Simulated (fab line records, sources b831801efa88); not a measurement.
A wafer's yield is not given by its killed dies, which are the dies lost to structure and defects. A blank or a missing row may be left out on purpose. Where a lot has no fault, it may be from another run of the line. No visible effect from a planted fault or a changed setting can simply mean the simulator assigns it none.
Which tool is to blame?    flow sfq line    Sampling: 15 lots, 45 wafers, 6 of 325 route steps

## WHAT THE GAUGES READ, wafer by wafer
SFQ_INCOMING_BOW_MEAS_900. Usual: INCOMING_BOW typically reads -1 um, with standard deviation 6.2.
lot   measured     on             INCOMING_BOW (um)  flag
L800  day 1 10:00  film metro-04  4 2 4              
L802  day 1 20:00  film metro-01  -6 -9 6            
L803  day 2 01:00  film metro-02  -6 -3 4            
L804  day 2 06:02  film metro-04  4 9 -3             
L806  day 2 16:00  film metro-04  8 -1 -17           
L808  day 3 02:01  film metro-04  -6 0 -12           
L809  day 3 07:01  film metro-02  -7 4 2             
L810  day 3 12:00  film metro-02  -6 1 -3            
L811  day 3 17:01  film metro-04  -8 -7 -1           
L818  day 5 04:01  film metro-01  2 6 -11            
L819  day 5 09:00  film metro-02  -3 2 1             
L820  day 5 14:00  film metro-02  0 7 -3             
L821  day 5 19:00  film metro-01  -2 -6 -8           
L822  day 6 00:00  film metro-02  -2 -3 -2           
L823  day 6 05:01  film metro-04  -6 -4 -2           

SFQ_I6_BOW_MEAS_941. Usual: I6_BOW typically reads 4 um, with standard deviation 9.2.
lot   measured      on             I6_BOW (um)  flag
L800  day 67 16:52  film metro-01  18 17 18     
L802  day 67 23:28  film metro-01  -6 -9 6      
L803  day 68 06:21  film metro-01  -5 -2 5      
L804  day 68 09:23  film metro-02  5 11 -3      
L806  day 68 21:18  film metro-01  16 8 -10     
L808  day 71 08:04  film metro-04  16 22 8      
L809  day 71 09:53  film metro-01  2 13 11      
L810  day 71 12:52  film metro-01  -3 2 -2      
L811  day 71 20:04  film metro-02  -2 -2 5      
L818  day 79 13:12  film metro-02  3 7 -10      
L819  day 79 16:11  film metro-01  -5 0 -1      
L820  day 80 06:26  film metro-04  -2 5 -5      
L821  day 80 09:37  film metro-04  3 -2 -5      
L822  day 80 19:02  film metro-01  0 -1 0       
L823  day 80 20:52  film metro-04  -10 -7 -5    

## WHICH TOOL RAN EACH LOT (tool, then ch and the chambers of the sampled wafers, then the start)
lot   SFQ_TRILAYER_M5_BARC_OPEN_METAL_ETCH_161  SFQ_TRILAYER_M5_ETCH_METAL_ETCH_126  SFQ_TRILAYER_R5_LITHO_EXPOSE_137   SFQ_TRILAYER_I5_ETCH_VIA_ETCH_147
L800  rie metal-02 ch 0,1, day 49 02:02         rie metal-02 ch 0,1, day 49 02:06    krf scanner-01 ch 0, day 55 13:20  rie diel-01 ch 0,1, day 55 18:08
L802  rie metal-02 ch 0,1, day 49 04:26         rie metal-02 ch 0,1, day 49 04:30    krf scanner-01 ch 0, day 55 16:56  rie diel-03 ch 1,2, day 55 21:44
L803  rie metal-01 ch 0,1, day 49 09:02         rie metal-01 ch 0,1, day 49 09:06    krf scanner-02 ch 0, day 56 05:03  rie diel-03 ch 0,1,3, day 56 10:02
L804  rie metal-02 ch 0,1, day 49 10:16         rie metal-02 ch 0,1, day 49 10:22    krf scanner-01 ch 0, day 56 08:55  rie diel-02 ch 2,3, day 56 13:18
L806  rie metal-02 ch 0,1, day 51 18:05         rie metal-02 ch 0,1, day 51 18:09    krf scanner-02 ch 0, day 58 11:47  rie diel-02 ch 0,1,3, day 59 08:34
L808  rie metal-01 ch 0,1, day 53 01:40         rie metal-01 ch 0,1, day 53 01:44    krf scanner-01 ch 0, day 59 14:32  rie diel-02 ch 0,2,3, day 59 19:07
L809  rie metal-02 ch 0,1, day 53 07:51         rie metal-02 ch 0,1, day 53 07:55    krf scanner-02 ch 0, day 59 15:51  rie diel-01 ch 0,3, day 59 21:31
L810  rie metal-02 ch 0,1, day 59 12:26         rie metal-02 ch 0,1, day 59 12:30    krf scanner-02 ch 0, day 59 22:21  rie diel-03 ch 0,2,3, day 62 01:13
L811  rie metal-03 ch 0,1, day 59 20:17         rie metal-03 ch 0,1, day 59 20:20    krf scanner-02 ch 0, day 65 15:41  rie diel-01 ch 0,2,3, day 71 08:50
L818  rie metal-02 ch 0,1, day 68 11:15         rie metal-02 ch 0,1, day 68 11:18    krf scanner-01, day 68 20:42       rie diel-02 ch 0,3, day 74 05:25
L819  rie metal-03 ch 0,1, day 69 04:49         rie metal-03 ch 0,1, day 69 04:53    krf scanner-02, day 69 11:17       rie diel-01 ch 2,3, day 74 17:25
L820  rie metal-01 ch 0,1, day 69 14:33         rie metal-01 ch 0,1, day 69 14:36    krf scanner-02, day 69 21:04       rie diel-03 ch 1,2,3, day 75 03:01
L821  rie metal-02 ch 1, day 69 15:45           rie metal-02 ch 1, day 69 15:48      krf scanner-02 ch 0, day 69 23:01  rie diel-01 ch 0,2,3, day 75 04:13
L822  rie metal-02 ch 0,1, day 70 00:09         rie metal-02 ch 0,1, day 70 00:12    krf scanner-02 ch 0, day 70 10:32  rie diel-01 ch 0,1,2, day 75 13:49
L823  rie metal-02 ch 0,1, day 70 03:45         rie metal-02 ch 0,1, day 70 03:48    krf scanner-02 ch 0, day 70 11:56  rie diel-03 ch 1,2,3, day 75 17:25
- SFQ_TRILAYER_M5_BARC_OPEN_METAL_ETCH_161: etches BARC in O2, target depth 125 nm, time 41.7 s.
- SFQ_TRILAYER_M5_ETCH_METAL_ETCH_126: etches Nb in Cl2/BCl3, stops on SiO2, time 203.2 s, target depth 265 nm.
- SFQ_TRILAYER_R5_LITHO_EXPOSE_137: exposes mask R5, target cd 500 nm.
- SFQ_TRILAYER_I5_ETCH_VIA_ETCH_147: etches the open film in CHF3, stops on Nb, target depth 360 nm.

## AS READ BY THE TOOLS THEMSELVES (means over the sampled wafers that have a number; for cases with no such wafer, the mark the record gives instead)
SFQ_TRILAYER_M5_BARC_OPEN_METAL_ETCH_161. Usual: bias w 79.95 W, standard deviation 0.24; chamber pressure mTorr 10.002 mTorr, standard deviation 0.0082; drypump motor current A 5.50 A, standard deviation 0.26; oes product au 0.685 a.u., standard deviation 0.005.
lot   tool          bias w (W)  chamber pressure mTorr (mTorr)  drypump motor current A (A)  oes product au (a.u.)  flag
L800  rie metal-02  80.01       9.997                           5.61                         0.686                  
L802  rie metal-02  80.10       10.005                          5.62                         0.686                  
L803  rie metal-01  79.90       10.005                          5.50                         0.683                  
L804  rie metal-02  79.84       9.995                           5.62                         0.681                  
L806  rie metal-02  79.95       10.003                          5.43                         0.685                  
L808  rie metal-01  79.94       10.000                          5.53                         0.682                  
L809  rie metal-02  79.99       9.988                           5.62                         0.686                  
L810  rie metal-02  79.84       10.001                          5.43                         0.689                  
L811  rie metal-03  79.81       10.005                          5.58                         0.687                  
L818  rie metal-02  -           -                               -                            -                      OFF
L819  rie metal-03  -           -                               -                            -                      OFF
L820  rie metal-01  -           -                               -                            -                      OFF
L821  rie metal-02  79.79       10.001                          5.84                         0.687                  
L822  rie metal-02  79.94       9.999                           5.61                         0.684                  
L823  rie metal-02  79.47       9.996                           5.42                         0.683                  

SFQ_TRILAYER_M5_ETCH_METAL_ETCH_126. Usual: bias w 79.98 W, standard deviation 0.22; chamber pressure mTorr 10.000 mTorr, standard deviation 0.0089; drypump motor current A 5.51 A, standard deviation 0.26; oes product au 0.727 a.u., standard deviation 0.0069.
lot   tool          bias w (W)  chamber pressure mTorr (mTorr)  drypump motor current A (A)  oes product au (a.u.)  flag
L800  rie metal-02  79.97       10.000                          5.62                         0.721                  
L802  rie metal-02  79.75       10.002                          5.62                         0.729                  
L803  rie metal-01  79.85       10.000                          5.48                         0.721                  
L804  rie metal-02  80.12       9.994                           5.63                         0.725                  
L806  rie metal-02  79.72       10.012                          5.41                         0.716                  
L808  rie metal-01  79.72       9.996                           5.52                         0.732                  
L809  rie metal-02  80.05       10.000                          5.63                         0.732                  
L810  rie metal-02  80.04       10.006                          5.42                         0.718                  
L811  rie metal-03  80.04       10.003                          5.57                         0.735                  
L818  rie metal-02  80.10       9.999                           5.62                         0.377                  OFF
L819  rie metal-03  80.06       9.990                           5.37                         0.376                  OFF
L820  rie metal-01  79.74       10.001                          5.46                         0.375                  OFF
L821  rie metal-02  79.96       10.001                          5.82                         0.731                  
L822  rie metal-02  79.94       9.987                           5.62                         0.720                  
L823  rie metal-02  80.09       10.002                          5.42                         0.729                  

SFQ_TRILAYER_R5_LITHO_EXPOSE_137. Usual: exposure dose mJ cm2 14.399, standard deviation 0.015; focus offset nm -0.2 nm, standard deviation 0.55.
lot   tool            exposure dose mJ cm2  focus offset nm (nm)  flag
L800  krf scanner-01  14.404                0.0                   
L802  krf scanner-01  14.419                -0.7                  
L803  krf scanner-02  14.402                0.1                   
L804  krf scanner-01  14.422                0.3                   
L806  krf scanner-02  14.404                0.3                   
L808  krf scanner-01  14.389                -0.2                  
L809  krf scanner-02  14.391                -0.9                  
L810  krf scanner-02  14.397                0.1                   
L811  krf scanner-02  14.401                0.3                   
L818  krf scanner-01  -                     -                     OFF
L819  krf scanner-02  -                     -                     OFF
L820  krf scanner-02  -                     -                     OFF
L821  krf scanner-02  14.400                -0.4                  
L822  krf scanner-02  14.393                -0.3                  
L823  krf scanner-02  14.385                -0.3                  

SFQ_TRILAYER_I5_ETCH_VIA_ETCH_147. Usual: bias w 80.01 W, standard deviation 0.24; chamber pressure mTorr 30.002 mTorr, standard deviation 0.029; drypump motor current A 5.7 A, standard deviation 0.5; oes product au 0.991 a.u., standard deviation 0.0059.
lot   tool         bias w (W)  chamber pressure mTorr (mTorr)  drypump motor current A (A)  oes product au (a.u.)  flag
L800  rie diel-01  79.79       30.004                          5.2                          0.986                  
L802  rie diel-03  80.17       30.003                          5.4                          0.991                  
L803  rie diel-03  80.16       30.010                          5.8                          0.985                  
L804  rie diel-02  80.28       30.026                          5.9                          0.997                  
L806  rie diel-02  79.96       30.006                          6.0                          0.992                  
L808  rie diel-02  79.95       30.041                          5.9                          0.993                  
L809  rie diel-01  80.21       29.986                          5.9                          0.993                  
L810  rie diel-03  80.03       30.014                          5.3                          0.991                  
L811  rie diel-01  79.97       30.048                          5.9                          0.990                  
L818  rie diel-02  80.05       29.999                          6.0                          0.378                  OFF
L819  rie diel-01  79.89       30.007                          5.8                          0.376                  OFF
L820  rie diel-03  79.86       29.999                          5.8                          0.370                  OFF
L821  rie diel-01  79.94       30.022                          5.9                          0.993                  
L822  rie diel-01  80.00       30.000                          5.5                          0.993                  
L823  rie diel-03  79.86       29.989                          5.8                          0.990                  

## THE ANSWER, worked out from the rows above alone
Rule: take the mean of a lot's wafers that have a number; if it is more than 3 standard deviations from the usual mean, the lot is off. Also off: a lot with no number at a reading for which 4 or more lots have one. Where the step has rows for the other lots, those lots are counted as sound. After the gauges, taken in route order, come the tools' own readings; for these a lot's mean is taken, as printed above. At the first step where some lot is off, the reading lying furthest off is the one used; lots without a number count as furthest.
Off: L818, L819, L820, at SFQ_TRILAYER_M5_BARC_OPEN_METAL_ETCH_161 (bias w). Without a number there: L818, L819, L820.
A tool fits if, at that step or a process step before it, it ran every lot that is off, and no sound lot after the first of them. No candidate that was tried fits.

## WHAT THE SIMULATOR HAD INSERTED
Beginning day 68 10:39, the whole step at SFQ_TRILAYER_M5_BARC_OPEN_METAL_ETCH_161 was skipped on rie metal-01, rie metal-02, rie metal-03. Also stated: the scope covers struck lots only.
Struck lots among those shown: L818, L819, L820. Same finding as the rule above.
